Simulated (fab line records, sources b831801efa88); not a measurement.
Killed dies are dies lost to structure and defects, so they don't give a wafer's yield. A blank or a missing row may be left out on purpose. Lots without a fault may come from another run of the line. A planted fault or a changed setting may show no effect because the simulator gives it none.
A struck lot beside a sound one | flow sky130 | 21 steps out of a route of 708
Sound: wafers L806.3, L806.4, L806.6. Struck: wafers L809.1, L809.5, L809.6. The cause comes at the end.
At each step with rows: each side's tool, then ch and its chambers, then its first start. Under that, the readings that differ: sound wafers | struck wafers | difference of the means | sigmas: that difference in standard deviations of wafers without a fault.
alike: readings whose means differ by less than 2 such deviations, and words and numbers that are the same on both sides. not compared: withheld readings, readings that some wafer has no value for, bounds like >300 that may hide the same value, and numbers for which the record gives no deviation and whose values overlap.
The two part at a step that has a row with sigmas, a row that says differs or no value, or rows on one side only. Numbers that don't overlap but have no deviation are shown without sigmas and don't part them. A reading that every wafer of one side lacks parts them only if that side has two wafers or more.

SKY_PASSIVATION_THK_MEAS_03:
  sound on film_metro-04, day 44 11:16; struck on film_metro-04, day 45 21:41
  alike: PASSIVATION_CVD_02_THK
then, 7 steps without rows for these wafers: SKY_PASSIVATION_DEHYDRATE_04 (time 60 s); SKY_PASSIVATION_HMDS_05 (prime time 60 s); SKY_PASSIVATION_COAT_06 (resist thk 3000 nm); SKY_PASSIVATION_SOFTBAKE_07; SKY_PASSIVATION_EXPOSE_08 (exposes mask NSM, target cd 3000 nm); SKY_PASSIVATION_PEB_09; SKY_PASSIVATION_DEVELOP_10 (develop time 60 s).
SKY_PASSIVATION_ETCH_11: etches the open film in CF4/O2, stops on AlCu, target depth 725 nm, time 161.1 s.
  sound on rie_diel-01 ch 1,2,3, day 45 08:48; struck on rie_diel-02 ch 2,3, day 46 18:15
  alike: cf4_flow_sccm, drypump_motor_current_A, oes_product_au, throttle_valve_pct
  not compared: rf_hours_counter_h
SKY_PASSIVATION_STRIP_12: strips in O2/N2.
  sound on plasma_asher-01 ch 0,1, day 45 08:56; struck on plasma_asher-04 ch 0,1, day 46 18:22
  alike: drypump_motor_current_A, oes_product_au, strip_time_to_endpoint_s
  not compared: rf_hours_counter_h
then, 2 steps without rows for these wafers: SKY_PAD_OPEN_DEHYDRATE_00 (time 60 s); SKY_PAD_OPEN_HMDS_01 (prime time 60 s).
SKY_PAD_OPEN_COAT_02: resist thk 3000 nm.
  sound on litho_track-02 ch 0, day 45 18:39; struck on litho_track-02 ch 0, day 47 02:54
  reading                                    | sound                | struck               | difference | sigmas
  spin_speed_rpm (rpm)                       | 2001.7 1999.8 1999.7 | 2087.7 2086.1 2087.7 | +86.8      | +72
  model.coat_of_PAD_OPEN_COAT_02.thk_nm (nm) | 3002 3008 3006       | 2956 2948 2940       | -57        |
  alike: exhaust_pa
then, 3 steps without rows for these wafers: SKY_PAD_OPEN_SOFTBAKE_03; SKY_PAD_OPEN_EXPOSE_04 (exposes mask PDM, target cd 60000 nm); SKY_PAD_OPEN_PEB_05.
SKY_PAD_OPEN_DEVELOP_06: develop time 60 s.
  sound on litho_track-04 ch 0; struck on litho_track-02 ch 0
  reading                                    | sound          | struck         | difference | sigmas
  model.coat_of_PAD_OPEN_COAT_02.thk_nm (nm) | 3001 3007 3005 | 2955 2947 2939 | -57        |
  alike: exhaust_pa
SKY_PAD_OPEN_ETCH_07: etches the open film in CF4/O2, stops on AlCu, target depth 725 nm, time 161.1 s.
  sound on rie_diel-04 ch 2,3, day 46 04:30; struck on rie_diel-01 ch 0,1, day 47 14:00
  reading               | sound             | struck            | difference | sigmas
  oes_product_au (a.u.) | 0.983 0.986 0.980 | 0.961 0.977 0.970 | -0.014     | -2
  alike: cf4_flow_sccm, drypump_motor_current_A, throttle_valve_pct
  not compared: rf_hours_counter_h
SKY_PAD_OPEN_STRIP_08: strips in O2/N2.
  sound on plasma_asher-03 ch 0,1, day 46 04:38; struck on plasma_asher-01 ch 0,1, day 47 14:07
  reading                      | sound             | struck            | difference | sigmas
  strip_time_to_endpoint_s (s) | 37.08 37.16 37.13 | 36.53 36.47 36.39 | -0.66      | -6
  alike: drypump_motor_current_A, oes_product_au
  not compared: rf_hours_counter_h
then, 2 steps without rows for these wafers: SKY_PAD_OPEN_STRIP_09 (strips in post etch residue remover, time 1200 s); SKY_PAD_OPEN_PROBE_99.

WHERE THEY PART
First at SKY_PAD_OPEN_COAT_02; last, within this record, at SKY_PAD_OPEN_STRIP_08.

WHY: what the simulator had put in
Process parameter drift: litho_track-02, from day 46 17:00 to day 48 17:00, at SKY_PAD_OPEN_COAT_02. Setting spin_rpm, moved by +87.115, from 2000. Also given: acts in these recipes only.
